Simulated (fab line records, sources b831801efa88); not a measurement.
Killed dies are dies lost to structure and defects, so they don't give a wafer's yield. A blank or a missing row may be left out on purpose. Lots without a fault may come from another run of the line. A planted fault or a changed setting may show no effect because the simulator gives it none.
Chamber matching | flow sky130 | SKY_VIA3_CMP_02 on cmp-01: 4 sister chambers
The step polishes SiO2. 4 wafers are shown with their chamber, then 9 later ones without.

WAFERS WITH THEIR CHAMBER
wafer  | chamber | motor_current_A (A)
L091.3 | 0       | 12.2
L093.3 | 3       | 11.4
L093.4 | 1       | 10.8
L093.5 | 2       | 14.5

WAFERS WITHOUT THEIR CHAMBER
wafer  | motor_current_A (A)
L095.2 | 10.6
L095.5 | 10.5
L095.6 | 11.3
L096.1 | 11.4
L096.3 | 11.4
L096.5 | 10.5
L097.1 | 11.9
L097.2 | 14.6
L097.4 | 11.2

WHICH CHAMBER EACH WENT THROUGH
wafer  | from the rows above     | in truth
L095.2 | 1                       | 1
L095.5 | 1                       | 1
L095.6 | can't be placed: 3 or 1 | 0
L096.1 | 3                       | 3
L096.3 | 3                       | 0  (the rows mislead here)
L096.5 | 1                       | 1
L097.1 | can't be placed: 0 or 3 | 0
L097.2 | 2                       | 2
L097.4 | can't be placed: 3 or 1 | 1
Placed correctly: 5 of 9. Can't be placed from these rows: 3 (the true chamber is among the candidates in 2). Placed wrongly: 1.
How it was worked out, from the rows above alone: a wafer's distance from a chamber is the root of the sum, over the readings, of the square of ((its reading less the chamber's mean) divided by the reading's scatter). The wafer belongs to the nearest chamber; if the next one is less than 2 further off, it can't be placed. A chamber's mean is the mean of its shown wafers. The scatter: with one shown wafer a chamber, the root of the mean of the squares of how far each hidden wafer lies from its nearest shown one.
